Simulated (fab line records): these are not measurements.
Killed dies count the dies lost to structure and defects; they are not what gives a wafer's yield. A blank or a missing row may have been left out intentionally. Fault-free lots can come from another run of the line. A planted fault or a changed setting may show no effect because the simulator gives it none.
Struck lot and sound lot, side by side    flow sfq-line    21 steps out of a route of 325
Sound: the wafers L251.1, L251.2, L251.5. Struck: wafers L241.1, L241.2, L241.4. The cause is given at the end.
Each step with rows lists, per side, the tool, then ch with its chambers, then its first start. Under that, the readings that differ: sound wafers    struck wafers    difference of the means    sigmas: that difference in standard deviations of wafers without a fault.
alike: a reading whose means differ by less than 2 such deviations, as well as words and numbers matching on both sides. not compared: withheld readings; readings where some wafer has no value; bounds like >300 that might hide an equal value; numbers whose values overlap and for which the record gives no deviation.
A row with sigmas, a row that says differs or no value, or rows on one side alone: a step with any of these is where the two part. When numbers do not overlap yet have no deviation, they are printed without sigmas and do not part them. A reading missing from all wafers of one side parts the sides only when that side holds two or more wafers.

first, 2 steps without rows for these wafers: SFQ_TRILAYER_M1_LITHO_PEB_042 (peb time 60 s); SFQ_TRILAYER_M1_LITHO_DEVELOP_041 (time 60 s).
SFQ_M1_OVL_MEAS_911:
  sound: overlay-01 at day 26 01:29; struck: overlay-02 at day 16 16:20
  alike: M1_OVL
SFQ_TRILAYER_M1_BARC_OPEN_METAL_ETCH_054: etches BARC in O2, target depth 125 nm, time 41.7 s.
  sound on rie-metal-01 ch 0,1, day 26 01:31; struck on rie-metal-03 ch 0,1, day 16 16:22
  alike: drypump-motor-current-A, oes-product-au
  not compared: rf-hours-counter-h
SFQ_TRILAYER_M1_ETCH_METAL_ETCH_042: etches Nb in Cl2/Ar, stops on SiO2, target depth 240 nm, time 120 s.
  sound on rie-metal-01 ch 0,1, day 26 01:35; struck on rie-metal-03 ch 0,1, day 16 16:26
reading                sound              struck             difference  sigmas
oes-product-au (a.u.)  0.889 0.880 0.880  0.908 0.908 0.901  +0.023      +3
  alike: drypump-motor-current-A
  not compared: rf-hours-counter-h
SFQ_TRILAYER_M1_STRIP_STRIP_043: strips in O2.
  sound on rie-metal-01 ch 0,1, day 26 01:43; struck on rie-metal-03 ch 0,1, day 16 16:34
  alike: drypump-motor-current-A, oes-product-au
  not compared: rf-hours-counter-h
then, 2 steps without rows for these wafers: SFQ_TRILAYER_M1_STRIP_SOLV_CLEAN_044 (cleans in NMP, time 600 s); SFQ_TRILAYER_I1_DEP_PECVD_045 (deposits SiO2 from SiH4/N2O, time 111.11 s, target thk 500 nm).
SFQ_TRILAYER_I1_CMP_CMP_046: polishes SiO2.
  sound on cmp-02 ch 0,1,3, day 26 03:31; struck on cmp-02 ch 0,1,3, day 16 17:25
  alike: motor-current-A, platen-rpm, slurry-filter-dp-kPa, time-to-endpoint-s
SFQ_I1_BOW_MEAS_912:
  sound: film-metro-03 at day 26 06:01; struck: film-metro-04 at day 16 20:25
  alike: I1_BOW
SFQ_TRILAYER_I1_METRO_MEASURE_047:
  sound: film-metro-03 at day 26 06:08; struck: film-metro-04 at day 16 20:32
  alike: thk-nm
then, 1 step without rows for these wafers: SFQ_TRILAYER_I1_VIA_LITHO_COAT_054 (resist thk 62 nm).
SFQ_TRILAYER_I1_VIA_LITHO_COAT_049: resist thk 650 nm.
  sound on litho-track-04 ch 0, day 26 07:38; struck on litho-track-04 ch 0, day 16 22:02
reading                                                  sound        struck             difference  sigmas
model.KrF_of_TRILAYER_I1_VIA_LITHO_COAT_049.thk-nm (nm)  651 650 651  713.4 711.6 711.9  +61.6       
  alike: exhaust-pa, resist-line-temp-C
then, 4 steps without rows for these wafers: SFQ_TRILAYER_I1_VIA_LITHO_SOFTBAKE_053; SFQ_TRILAYER_I1_VIA_LITHO_EXPOSE_050 (exposes mask I1, target cd 500 nm); SFQ_TRILAYER_I1_VIA_LITHO_PEB_052 (peb time 60 s); SFQ_TRILAYER_I1_VIA_LITHO_DEVELOP_051 (time 60 s).
-- the record jumps here: 6 days lie between the struck wafers' starts before and after --
SFQ_I1_OVL_MEAS_913:
  sound: overlay-02 at day 26 09:36; struck: overlay-02 at day 23 08:19
reading      sound   struck       difference  sigmas
I1_OVL (nm)  0 -6 1  -13 -12 -16  -12         -2
then, 1 step without rows for these wafers: SFQ_TRILAYER_I1_VIA_BARC_OPEN_VIA_ETCH_071 (etches BARC in O2, target depth 125 nm, time 41.7 s).
SFQ_TRILAYER_I1_VIA_ETCH_VIA_ETCH_052: etches SiO2 in CHF3, stops on Nb, target depth 260 nm.
  sound on rie-diel-03 ch 0,1, day 26 09:41; struck on rie-diel-01 ch 0,2,3, day 23 08:23
reading                                                  sound              struck             difference  sigmas
model.KrF_of_TRILAYER_I1_VIA_LITHO_COAT_049.thk-nm (nm)  529.4 530.2 529.3  592.9 592.2 591.6  +62.6       
  alike: drypump-motor-current-A, oes-product-au
then, 1 step without rows for these wafers: SFQ_TRILAYER_I1_VIA_STRIP_STRIP_053 (strips in O2).

WHERE THEY PART
Last at SFQ_I1_OVL_MEAS_913 as far as this record goes, first at SFQ_TRILAYER_M1_ETCH_METAL_ETCH_042. Later steps at which nothing parts them and some readings are alike: SFQ_TRILAYER_I1_VIA_ETCH_VIA_ETCH_052.

WHY: what the simulator had put in
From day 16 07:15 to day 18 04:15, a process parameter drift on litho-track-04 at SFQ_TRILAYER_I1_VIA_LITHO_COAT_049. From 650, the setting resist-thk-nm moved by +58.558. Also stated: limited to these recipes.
